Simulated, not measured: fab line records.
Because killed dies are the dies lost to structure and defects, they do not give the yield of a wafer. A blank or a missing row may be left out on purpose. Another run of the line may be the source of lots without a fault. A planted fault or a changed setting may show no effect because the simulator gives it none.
Which tool is to blame?	flow gf180mcu	11 lots, 33 wafers sampled, at 6 steps of a route of 602

WHAT THE GAUGES READ, wafer by wafer
GF_V5_BOW_MEAS_05.
lot	measured	on	V5_BOW (um)
L592	day 26 13:14	film-metro-03	120 123 133
L593	day 26 16:02	film-metro-01	131 121 126
L594	day 27 06:54	film-metro-03	134 131 138
L601	day 29 08:10	film-metro-02	123 112 126
L602	day 29 18:16	film-metro-01	144 131 132
L603	day 29 22:31	film-metro-02	134 127 139
L606	day 30 19:35	film-metro-03	137 123 133
L607	day 31 03:13	film-metro-02	128 138 118
L608	day 31 07:33	film-metro-02	145 158 166
L612	day 32 08:59	film-metro-01	125 120 161
L615	day 32 23:57	film-metro-02	143 150 143

WHAT TOOL EACH LOT RAN ON (gives the tool, then ch and the chambers of the sampled wafers, and finally the start)
lot	GF_MIM_SPUTTER_02	GF_MIM_SPUTTER_03	GF_MIM_SPUTTER_09	GF_MIM_STRIP_20	GF_M5_METAL_ETCH_10
L592	pvd-sputter-04, day 24 15:47	pvd-sputter-04, day 24 15:49	pvd-sputter-02, day 24 16:02	plasma-asher-03 ch 0,1, day 25 13:49	rie-metal-01 ch 0,1, day 26 11:40
L593	pvd-sputter-04, day 24 19:33	pvd-sputter-04, day 24 19:35	pvd-sputter-01, day 24 19:48	plasma-asher-02 ch 0, day 25 17:23	rie-metal-01 ch 0,1, day 26 14:26
L594	pvd-sputter-01, day 25 11:16	pvd-sputter-01, day 25 11:18	pvd-sputter-02, day 25 11:31	plasma-asher-03 ch 0,1, day 26 09:02	rie-metal-01 ch 0,1, day 27 05:40
L601	pvd-sputter-01, day 27 14:28	pvd-sputter-01, day 27 14:29	pvd-sputter-04, day 27 14:43	plasma-asher-04 ch 0,1, day 28 10:58	rie-metal-02 ch 1, day 29 06:53
L602	pvd-sputter-01, day 28 00:41	pvd-sputter-01, day 28 00:43	pvd-sputter-02, day 28 00:56	plasma-asher-04 ch 0,1, day 28 21:12	rie-metal-04 ch 0,1, day 29 16:59
L603	pvd-sputter-04, day 28 05:47	pvd-sputter-04, day 28 05:49	pvd-sputter-02, day 28 06:02	plasma-asher-04 ch 1, day 29 01:19	rie-metal-04 ch 0,1, day 29 21:17
L606	pvd-sputter-01, day 29 03:40	pvd-sputter-01, day 29 03:41	pvd-sputter-02, day 29 03:55	plasma-asher-03 ch 1, day 29 22:50	rie-metal-02 ch 1, day 30 18:16
L607	pvd-sputter-04, day 29 13:08	pvd-sputter-04, day 29 13:10	pvd-sputter-02, day 29 13:23	plasma-asher-03 ch 0,1, day 30 07:11	rie-metal-02 ch 1, day 31 01:55
L608	pvd-sputter-04, day 29 16:14	pvd-sputter-04, day 29 16:16	pvd-sputter-01, day 29 16:29	plasma-asher-03 ch 0,1, day 30 11:25	rie-metal-02 ch 0,1, day 31 06:20
L612	pvd-sputter-04, day 30 19:46	pvd-sputter-04, day 30 19:47	pvd-sputter-02, day 30 20:01	plasma-asher-03 ch 0,1, day 31 14:06	rie-metal-04 ch 0,1, day 32 07:47
L615	pvd-sputter-01, day 31 12:40	pvd-sputter-01, day 31 12:41	pvd-sputter-04, day 31 12:55	plasma-asher-02 ch 0,1, day 32 05:17	rie-metal-01 ch 0,1, day 32 22:44
- GF_MIM_SPUTTER_02: material AlCu, target thk 450 nm, time 23.9 s.
- GF_MIM_SPUTTER_03: material Ti, target thk 10 nm, time 6.7 s.
- GF_MIM_SPUTTER_09: material TiN, target thk 35 nm, time 29.2 s.
- GF_MIM_STRIP_20: strips in O2/N2.
- GF_M5_METAL_ETCH_10: etches the open film in Cl2/BCl3, stops on SiO2, target depth 627.5 nm, time 104.6 s.

THE ANSWER, worked out from the rows above alone
Rule: the lots themselves supply what counts as usual. Put in order of their means at a reading, lots are off if they are a third of the lots or fewer, leave a main group of 4 or more, and stand apart from it by a gap of 3 or more times the standard deviation of the main group's means; of several such gaps the widest counts. A main group is skipped when, at the precision printed for the reading in the tables above, its means are all equal. Also off: a lot with no number at a reading for which 4 or more lots have one. The other lots that the step has rows for count as sound.
Across all readings shown, no lot is off: no conclusion can be drawn from this.

WHAT HAD BEEN PUT IN BY THE SIMULATOR
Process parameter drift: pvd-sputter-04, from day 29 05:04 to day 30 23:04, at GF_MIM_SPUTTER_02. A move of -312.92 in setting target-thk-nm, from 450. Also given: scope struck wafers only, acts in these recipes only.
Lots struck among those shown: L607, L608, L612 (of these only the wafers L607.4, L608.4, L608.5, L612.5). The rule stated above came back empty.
